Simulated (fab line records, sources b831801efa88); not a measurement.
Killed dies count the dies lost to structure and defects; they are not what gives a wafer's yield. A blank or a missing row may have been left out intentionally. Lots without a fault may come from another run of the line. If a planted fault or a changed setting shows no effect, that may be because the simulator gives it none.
Problem report in the 8D (eight disciplines) form, filled by code || flow gf180mcu || the parts of the form that need people (team, actions taken, sign-off) are left out

1. THE ISSUE
Wafers without a fault read 399.9 nm, standard deviation 2.2; cd_nm at GF_PSD_CD_MEAS_07 reads a mean of 425.9 nm on 4 wafers belonging to 3 lots. Relative to the usual mean, that is a shift of +12 standard deviations.
The step: target cd 400 nm.
Earliest sighting: wafer L138.2 on cd_sem-01 at day 18 15:34. At this step, 43 wafers from 15 lots have a number in the record. Rule for "out", or "out of limits": more than 4 standard deviations from the usual mean. The other wafers with a number count as sound.

2. WHAT IT IS AND WHAT IT IS NOT
{"question": "which readings at this step", "is": "cd_nm", "is not": "-"}
{"question": "which lots", "is": "L138, L140, L142", "is not": "L126, L127, L128, L129, L130, L131, L132, L136, L143, L146, L147, L149"}
{"question": "which wafers of those lots", "is": "L138.2, L140.3, L142.2, L142.3", "is not": "L138.1, L140.1, L142.4"}
{"question": "read on which gauges", "is": "cd_sem-01, cd_sem-02", "is not": "-"}
{"question": "when", "is": "from day 18 15:34", "is not": "up to then (25 sound wafers); but 14 sound wafers of L140, L142, L143, L146, L147, L149 came after"}

3. SUSPECTS, AND WHAT RULES EACH OUT
Counting: a tool at a process step up to the reading stays a suspect if it ran every lot that is out. Sound lots after the first of them don't rule it out here, since some wafers of a struck lot are sound.
- the gauge at GF_PSD_CD_MEAS_07: ruled out. 2 gauges (cd_sem-01, cd_sem-02) read the wafers that are out.
- litho_track-03 at GF_PSD_DEVELOP_06 (develop time 60 s): kept. Every lot that is out went through it, the first being L138 (day 18 15:25); the last sound lot it ran before that was L132 (day 16 04:10).
Remaining after the count: litho_track-03 at GF_PSD_DEVELOP_06.

4. THE CAUSE (what the simulator had put in)
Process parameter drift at GF_PSD_DEVELOP_06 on litho_track-03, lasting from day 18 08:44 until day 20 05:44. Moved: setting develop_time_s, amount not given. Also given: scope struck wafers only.
The count eliminated every tool but this one.

5. SEQUENCE OF EFFECTS, ordered by route
Each row: a reading where the mean over the struck wafers with a number is more than 3 standard deviations away from the usual. Only readings for which the record gives a usual standard deviation are gone through. hours: the time from each lot's start at the first step in this table that gives one to its start at this step, as a median over the lots. sigmas: the change in usual standard deviations.
{"hours": 0, "step": "GF_PSD_CD_MEAS_07", "reading": "cd_nm", "usual": "399.9 nm", "on struck wafers": 425.9, "change": "+26.0", "sigmas": "+12"}
Later measuring or inspecting steps at which every struck wafer that the step has a row for has a number for every such reading, and none has moved that far: GF_PSD_OVL_MEAS_08, GF_PSD_TW_MEAS_11.

6. WHAT WOULD HAVE CAUGHT IT SOONER
Counted from the fault's start at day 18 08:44, it took 7 hours until the first out-of-limits reading at a measuring or inspecting step in this record, taken at day 18 15:34.
Among the 3 lots that are out, L140, L142 began GF_PSD_DEVELOP_06 on litho_track-03 after day 18 15:34. A hold on the tool at that time would have spared those 2.
